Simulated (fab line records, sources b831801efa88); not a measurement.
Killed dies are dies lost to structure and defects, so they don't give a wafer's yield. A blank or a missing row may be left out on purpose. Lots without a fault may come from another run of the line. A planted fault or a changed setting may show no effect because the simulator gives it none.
Which tool did it? | flow gf180mcu | 13 lots, 39 wafers sampled, at 5 steps of a route of 602

WHAT THE GAUGES READ, wafer by wafer
GF_DUAL_GATE_OVL_MEAS_11.
lot  | measured     | on         | DUAL_GATE_OVL (nm)
L555 | day 8 15:51  | overlay-01 | 2.9 1.4 2.6
L556 | day 8 19:51  | overlay-01 | 1.5 3.1 2.4
L557 | day 9 00:20  | overlay-02 | -0.1 0.7 1.4
L559 | day 9 16:01  | overlay-02 | 0.4 1.7 -1.6
L563 | day 10 17:00 | overlay-01 | 3.4 1.3 -2.4
L564 | day 10 21:15 | overlay-01 | 1.2 0.7 1.1
L565 | day 11 08:15 | overlay-02 | 0.8 0.8 0.8
L566 | day 11 12:04 | overlay-02 | -0.1 0.7 1.8
L567 | day 11 19:36 | overlay-02 | 0.5 2.1 0.8
L568 | day 12 04:01 | overlay-02 | 1.4 0.2 0.9
L569 | day 12 08:23 | overlay-01 | -1.1 -0.8 -0.7
L574 | day 13 21:23 | overlay-02 | -0.5 1.3 -1.4
L575 | day 14 00:22 | overlay-02 | 1.6 0.9 0.4

GF_HV_LDD_CD_MEAS_46: target cd 400 nm.
lot  | measured     | on        | cd_nm (nm)
L555 | day 12 16:41 | cd_sem-02 | 403.4 402.4 402.5
L556 | day 12 21:05 | cd_sem-01 | 401.6 400.5 399.5
L557 | day 13 05:32 | cd_sem-01 | 398.7 398.3 398.5
L559 | day 13 22:50 | cd_sem-02 | 400.9 402.3 399.3
L563 | day 15 02:00 | cd_sem-02 | 398.3 400.9 401.3
L564 | day 15 07:52 | cd_sem-02 | 402.0 402.7 401.8
L565 | day 15 20:32 | cd_sem-01 | 399.7 399.3 397.9
L566 | day 16 01:43 | cd_sem-02 | 398.9 400.9 400.4
L567 | day 16 09:32 | cd_sem-02 | 396.8 397.7 396.9
L568 | day 16 18:40 | cd_sem-01 | 398.9 397.2 400.4
L569 | day 17 00:32 | cd_sem-01 | 403.6 400.2 399.0
L574 | day 18 18:59 | cd_sem-02 | 399.9 400.6 398.5
L575 | day 19 00:19 | cd_sem-01 | 398.2 398.6 402.3

GF_PSD_RS_MEAS_14: measures by four-point-probe.
lot  | measured     | on            | NSD_RS (ohm/sq)
L555 | day 14 14:29 | film_metro-04 | 46.19 46.10 46.38
L556 | day 14 18:28 | film_metro-02 | 46.10 46.07 46.25
L557 | day 15 03:25 | film_metro-04 | 46.25 46.10 46.25
L559 | day 15 21:13 | film_metro-02 | 46.19 46.16 46.11
L563 | day 17 02:24 | film_metro-01 | 46.18 46.06 46.20
L564 | day 17 08:23 | film_metro-04 | 46.06 46.05 46.00
L565 | day 17 22:02 | film_metro-01 | 46.06 45.99 46.06
L566 | day 18 04:53 | film_metro-02 | 46.14 46.10 46.19
L567 | day 18 11:14 | film_metro-02 | 45.98 46.13 46.10
L568 | day 18 20:55 | film_metro-01 | 46.15 46.18 46.18
L569 | day 19 04:27 | film_metro-02 | 46.11 46.17 46.13
L574 | day 20 23:31 | film_metro-01 | 40.93 40.93 40.88
L575 | day 21 05:08 | film_metro-02 | 41.05 40.97 41.02

GF_PSD_RS_MEAS_15: measures by four-point-probe.
lot  | measured     | on            | PSD_RS (ohm/sq)
L555 | day 14 14:36 | film_metro-04 | 109.15 108.55 109.19
L556 | day 14 18:35 | film_metro-02 | 108.15 108.48 108.78
L557 | day 15 03:32 | film_metro-04 | 108.86 108.48 108.78
L559 | day 15 21:20 | film_metro-02 | 108.95 108.80 108.75
L563 | day 17 02:31 | film_metro-01 | 108.17 108.48 108.73
L564 | day 17 08:31 | film_metro-04 | 108.35 108.44 108.61
L565 | day 17 22:10 | film_metro-01 | 108.35 108.34 108.74
L566 | day 18 05:01 | film_metro-02 | 108.67 108.66 108.58
L567 | day 18 11:22 | film_metro-02 | 108.80 108.32 108.46
L568 | day 18 21:02 | film_metro-01 | 108.49 108.15 108.60
L569 | day 19 04:34 | film_metro-02 | 108.23 108.95 108.65
L574 | day 20 23:38 | film_metro-01 | 100.01 99.25 99.76
L575 | day 21 05:16 | film_metro-02 | 99.14 99.52 98.84

WHICH TOOL RAN EACH LOT (tool, then ch and the chambers of the sampled wafers, then the start)
lot  | GF_PSD_RTA_13
L555 | rtp_anneal-02 ch 0, day 14 14:23
L556 | rtp_anneal-01 ch 0, day 14 18:23
L557 | rtp_anneal-02 ch 0, day 15 03:20
L559 | rtp_anneal-01 ch 0, day 15 21:08
L563 | rtp_anneal-02 ch 0, day 17 02:18
L564 | rtp_anneal-02 ch 0, day 17 08:19
L565 | rtp_anneal-02 ch 0, day 17 21:57
L566 | rtp_anneal-02 ch 0, day 18 04:49
L567 | rtp_anneal-02 ch 0, day 18 11:10
L568 | rtp_anneal-02 ch 0, day 18 20:49
L569 | rtp_anneal-02 ch 0, day 19 04:22
L574 | rtp_anneal-02 ch 0, day 20 23:25
L575 | rtp_anneal-02 ch 0, day 21 05:04
- GF_PSD_RTA_13: time 20 s.

WHAT THE TOOLS THEMSELVES READ (means of the sampled wafers that have a number; where no wafer has one, the mark that the record gives instead)
GF_PSD_RTA_13.
lot  | tool          | lamp_power_pct (%) | run_length_s (s) | wafer_temp_C_max
L555 | rtp_anneal-02 | 35                 | 48.3             | 1029.0
L556 | rtp_anneal-01 | 44                 | 48.8             | 1029.9
L557 | rtp_anneal-02 | 35                 | 48.1             | 1028.3
L559 | rtp_anneal-01 | 44                 | 48.7             | 1029.2
L563 | rtp_anneal-02 | 35                 | 48.1             | 1028.8
L564 | rtp_anneal-02 | 35                 | 48.2             | 1028.9
L565 | rtp_anneal-02 | 35                 | 48.1             | 1029.1
L566 | rtp_anneal-02 | 35                 | 48.1             | 1029.8
L567 | rtp_anneal-02 | 35                 | 48.1             | 1029.8
L568 | rtp_anneal-02 | 35                 | 48.2             | 1029.5
L569 | rtp_anneal-02 | 35                 | 48.0             | 1029.7
L574 | rtp_anneal-02 | 35                 | 79.1             | 1027.9
L575 | rtp_anneal-02 | 35                 | 78.8             | 1029.2

THE ANSWER, worked out from the rows above alone
Rule: what is usual is taken from the lots themselves. Put in order of their means at a reading, lots are off if they are a third of the lots or fewer, leave a main group of 4 or more, and stand apart from it by a gap of 3 or more times the standard deviation of the main group's means; of several such gaps the widest counts. A main group whose means are all the same, to the digits that the tables above print for the reading, isn't used. A lot without any number at a reading at which 4 lots or more have one is off too. The other lots that the step has rows for count as sound. The gauges are gone through in route order, then the tools' own readings, and for those a lot's mean is taken as printed above. The first step at which some lot is off is used, and at that step the reading that is off furthest; a lot without a number counts as furthest.
Off: L574, L575, at GF_PSD_RS_MEAS_14 (NSD_RS). The main group: mean 46.13 ohm/sq, standard deviation 0.058.
A tool fits if, at a process step before that reading, it ran every lot that is off, and no sound lot after the first of them. The gauges at GF_PSD_RS_MEAS_14 aren't tried: what is off there is off at GF_PSD_RTA_13 too, on other tools, and a gauge's error can't cause that. One fits: rtp_anneal-02 at GF_PSD_RTA_13. Its last sound lot is L569 (day 19 04:22), its first lot that is off L574 (day 20 23:25): a fault that began between those two fits.
The tool's own readings at GF_PSD_RTA_13 bear it out: on the lots that are off they differ by more than 5 times the standard deviation of the sound lots' means. run_length_s reads 78.9 s there against 48.2 s on the sound lots.

WHAT THE SIMULATOR HAD PUT IN
Process parameter drift: rtp_anneal-02, from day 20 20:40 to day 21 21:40, at GF_PSD_RTA_13. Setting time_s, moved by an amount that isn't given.
Lots struck among those shown: L574, L575. The rule above found the same.
